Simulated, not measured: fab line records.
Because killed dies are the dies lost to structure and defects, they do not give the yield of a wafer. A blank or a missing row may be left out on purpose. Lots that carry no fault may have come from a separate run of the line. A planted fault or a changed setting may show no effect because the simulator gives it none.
Which tool is to blame? + flow sky130 + Sampling: 10 lots, 30 wafers, 6 of 708 route steps

WHAT THE GAUGES SHOWED, per wafer
SKY_LI_CONTACT_RS_MEAS_22: measurement is done with a four-point probe.
| lot  | measured     | on            | LI_CONTACT_W_RS (ohm/sq) |
|------|--------------|---------------|--------------------------|
| L935 | day 28 18:25 | film-metro-02 | 0.2860 0.2840 0.2838     |
| L937 | day 29 13:59 | film-metro-01 | 0.2827 0.2868 0.2828     |
| L940 | day 31 18:04 | film-metro-01 | 0.2874 0.2913 0.2851     |
| L939 | day 31 22:44 | film-metro-04 | 0.2844 0.2864 0.2862     |
| L942 | day 32 09:21 | film-metro-02 | 0.2819 0.2824 0.2834     |
| L943 | day 32 13:14 | film-metro-04 | 0.2843 0.2819 0.2817     |
| L947 | day 33 09:49 | film-metro-04 | 0.2822 0.2824 0.2859     |
| L946 | day 33 12:30 | film-metro-04 | 0.2861 0.2831 0.2875     |
| L952 | day 34 16:21 | film-metro-01 | 0.2817 0.2855 0.3387     |
| L953 | day 34 23:03 | film-metro-04 | 0.3364 0.2846 0.2815     |

SKY_LI_CONTACT_THK_MEAS_23: measures by xrf.
| lot  | measured     | on            | LI_CONTACT_W_THK (nm) |
|------|--------------|---------------|-----------------------|
| L935 | day 28 18:32 | film-metro-02 | 402 406 406           |
| L937 | day 29 14:05 | film-metro-01 | 404 402 404           |
| L940 | day 31 18:11 | film-metro-01 | 394 393 397           |
| L939 | day 31 22:49 | film-metro-04 | 403 401 404           |
| L942 | day 32 09:28 | film-metro-02 | 405 405 403           |
| L943 | day 32 13:20 | film-metro-04 | 405 407 408           |
| L947 | day 33 09:56 | film-metro-04 | 410 407 403           |
| L946 | day 33 12:37 | film-metro-04 | 405 406 400           |
| L952 | day 34 16:28 | film-metro-01 | 410 402 337           |
| L953 | day 34 23:10 | film-metro-04 | 342 400 408           |

SKY_LOCAL_INTERCONNECT_RS_MEAS_01: measurement is done with a four-point probe.
| lot  | measured     | on            | LOCAL_INTERCONNECT_TIN_RS (ohm/sq) |
|------|--------------|---------------|------------------------------------|
| L935 | day 28 18:57 | film-metro-02 | 14.01 13.97 14.03                  |
| L937 | day 29 14:31 | film-metro-01 | 13.86 13.74 13.86                  |
| L940 | day 31 18:52 | film-metro-03 | 13.87 13.83 13.85                  |
| L939 | day 31 23:16 | film-metro-02 | 13.91 13.77 13.74                  |
| L942 | day 32 09:54 | film-metro-03 | 13.70 13.85 13.66                  |
| L943 | day 32 13:46 | film-metro-02 | 13.70 13.93 13.78                  |
| L947 | day 33 10:22 | film-metro-03 | 14.08 13.92 13.95                  |
| L946 | day 33 13:03 | film-metro-03 | 13.82 13.82 13.82                  |
| L952 | day 34 16:54 | film-metro-03 | 13.67 13.79 13.66                  |
| L953 | day 34 23:36 | film-metro-03 | 13.57 13.62 13.51                  |

EACH LOT AND THE TOOL THAT RAN IT (in order: tool; ch and the chambers of the sampled wafers; start)
| lot  | SKY_SD_N_RTA_14                  | SKY_LI_CONTACT_CVD_21         | SKY_LI_CONTACT_CMP_24         |
|------|----------------------------------|-------------------------------|-------------------------------|
| L935 | rtp-anneal-01 ch 0, day 27 11:31 | cvd-w-01 ch 0,1, day 28 18:17 | cmp-01 ch 1,2,3, day 28 18:38 |
| L937 | rtp-anneal-01 ch 0, day 28 07:31 | cvd-w-02 ch 0,1, day 29 13:50 | cmp-01 ch 0,2, day 29 14:11   |
| L940 | rtp-anneal-01 ch 0, day 30 12:46 | cvd-w-02 ch 1, day 31 17:56   | cmp-01 ch 1,2,3, day 31 18:31 |
| L939 | rtp-anneal-01 ch 0, day 30 16:56 | cvd-w-01 ch 0,1, day 31 22:35 | cmp-02 ch 1,2, day 31 22:51   |
| L942 | rtp-anneal-02 ch 0, day 31 03:40 | cvd-w-02 ch 0,1, day 32 09:14 | cmp-01 ch 0,1,2, day 32 09:38 |
| L943 | rtp-anneal-01 ch 0, day 31 08:02 | cvd-w-02 ch 0,1, day 32 13:06 | cmp-02 ch 0,1, day 32 13:22   |
| L947 | rtp-anneal-02 ch 0, day 32 04:59 | cvd-w-01 ch 0,1, day 33 09:41 | cmp-01 ch 0,3, day 33 10:00   |
| L946 | rtp-anneal-01 ch 0, day 32 07:40 | cvd-w-02 ch 0,1, day 33 12:23 | cmp-01 ch 1,2, day 33 12:41   |
| L952 | rtp-anneal-02 ch 0, day 33 12:00 | cvd-w-01 ch 0,1, day 34 16:14 | cmp-01 ch 0,2,3, day 34 16:35 |
| L953 | rtp-anneal-01 ch 0, day 33 19:07 | cvd-w-01 ch 0,1, day 34 22:56 | cmp-02 ch 0,1, day 34 23:14   |
- SKY_SD_N_RTA_14: time 2 s.
- SKY_LI_CONTACT_CVD_21: deposits W, target thk 400 nm, time 120.56 s.
- SKY_LI_CONTACT_CMP_24: polishes, stops on PSG, t overpolish 20 s, target thk 0 nm.

WHAT THE TOOLS THEMSELVES READ (means of the sampled wafers that have a number; where no wafer has one, the mark that the record gives instead)
SKY_SD_N_RTA_14.
| lot  | tool          | anneal-temp-c-max | chamber-o2-ppm | lamp-power-pct (%) | wafer_temp_C_max |
|------|---------------|-------------------|----------------|--------------------|------------------|
| L935 | rtp-anneal-01 | 1079.4            | 2.015          | 15.75              | 1078.6           |
| L937 | rtp-anneal-01 | 1080.7            | 2.012          | 15.68              | 1078.3           |
| L940 | rtp-anneal-01 | 1080.0            | 1.992          | 15.73              | 1079.3           |
| L939 | rtp-anneal-01 | 1080.0            | 2.000          | 15.74              | 1078.9           |
| L942 | rtp-anneal-02 | 1078.3            | 1.989          | 15.74              | 1076.6           |
| L943 | rtp-anneal-01 | 1081.0            | 1.985          | 15.74              | 1077.6           |
| L947 | rtp-anneal-02 | 1078.7            | 1.953          | 15.68              | 1078.2           |
| L946 | rtp-anneal-01 | 1079.9            | 1.998          | 15.77              | 1078.5           |
| L952 | rtp-anneal-02 | 1078.4            | 1.997          | 15.72              | 1078.8           |
| L953 | rtp-anneal-01 | 1080.2            | 1.989          | 15.70              | 1078.7           |

SKY_LI_CONTACT_CVD_21.
| lot  | tool     | chamber-pressure-Torr (Torr) | heater-power-w (W) | susceptor-temp-C (C) |
|------|----------|------------------------------|--------------------|----------------------|
| L935 | cvd-w-01 | 40.04                        | 769                | 399.77               |
| L937 | cvd-w-02 | 40.01                        | 985                | 400.20               |
| L940 | cvd-w-02 | 39.99                        | 1040               | 399.80               |
| L939 | cvd-w-01 | 39.96                        | 766                | 399.97               |
| L942 | cvd-w-02 | 39.96                        | 910                | 399.87               |
| L943 | cvd-w-02 | 40.03                        | 911                | 400.05               |
| L947 | cvd-w-01 | 39.99                        | 758                | 399.90               |
| L946 | cvd-w-02 | 39.94                        | 974                | 400.08               |
| L952 | cvd-w-01 | 40.07                        | 792                | 396.83               |
| L953 | cvd-w-01 | 39.96                        | 795                | 396.69               |

SKY_LI_CONTACT_CMP_24.
| lot  | tool   | motor-current-A (A) | platen-rpm (rpm) | retaining-ring-pressure-frac | slurry-filter-dp-kPa (kPa) | time-to-endpoint-s (s) |
|------|--------|---------------------|------------------|------------------------------|----------------------------|------------------------|
| L935 | cmp-01 | 9.2                 | 59.98            | 0.996                        | 13.44                      | 100                    |
| L937 | cmp-01 | 10.6                | 59.99            | 1.000                        | 13.62                      | 104                    |
| L940 | cmp-01 | 9.7                 | 59.99            | 1.004                        | 13.37                      | 92                     |
| L939 | cmp-02 | 10.2                | 60.03            | 1.001                        | 13.50                      | 102                    |
| L942 | cmp-01 | 10.3                | 59.99            | 0.995                        | 13.48                      | 95                     |
| L943 | cmp-02 | 10.0                | 59.95            | 0.999                        | 13.42                      | 100                    |
| L947 | cmp-01 | 10.9                | 60.01            | 1.003                        | 13.56                      | 93                     |
| L946 | cmp-01 | 9.5                 | 60.03            | 0.998                        | 13.50                      | 93                     |
| L952 | cmp-01 | 10.4                | 60.01            | 1.004                        | 13.52                      | 92                     |
| L953 | cmp-02 | 9.8                 | 60.01            | 0.997                        | 13.49                      | 92                     |

THE ANSWER, worked out from the rows above alone
Rule: what is usual is taken from the lots themselves. Put in order of their means at a reading, lots are off if they are a third of the lots or fewer, leave a main group of 4 or more, and stand apart from it by a gap of 3 or more times the standard deviation of the main group's means; of several such gaps the widest counts. A main group is skipped when, at the precision printed for the reading in the tables above, its means are all equal. Also off: a lot with no number at a reading for which 4 or more lots have one. The other lots that the step has rows for count as sound. The gauges are gone through in route order, then the tools' own readings, and for those a lot's mean is taken as printed above. At the first step where some lot is off, the reading lying furthest off is the one used; lots without a number count as furthest.
Off: L952, L953, seen at SKY_LI_CONTACT_RS_MEAS_22 (LI_CONTACT_W_RS). For the main group the mean is 0.2846 ohm/sq and the standard deviation 0.0017.
A tool fits if, at a process step before that reading, it ran every lot that is off, and no sound lot after the first of them. The gauges at SKY_LI_CONTACT_RS_MEAS_22 aren't tried: what is off there is off at SKY_LI_CONTACT_CVD_21 too, on other tools, and a gauge's error can't cause that. One candidate fits, namely cvd-w-01 at SKY_LI_CONTACT_CVD_21. Its last sound lot is L947 (day 33 09:41), its first lot that is off L952 (day 34 16:14): a fault that began between those two fits.
On the lots that are off, the tool's own readings at SKY_LI_CONTACT_CVD_21 differ by more than 5 times the standard deviation of the sound lots' means, which bears it out; susceptor-temp-C reads 396.76 C there versus 399.95 C on the sound lots.

WHAT HAD BEEN PUT IN BY THE SIMULATOR
cvd-w-01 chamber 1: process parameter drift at SKY_LI_CONTACT_CVD_21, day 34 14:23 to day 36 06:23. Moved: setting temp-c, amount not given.
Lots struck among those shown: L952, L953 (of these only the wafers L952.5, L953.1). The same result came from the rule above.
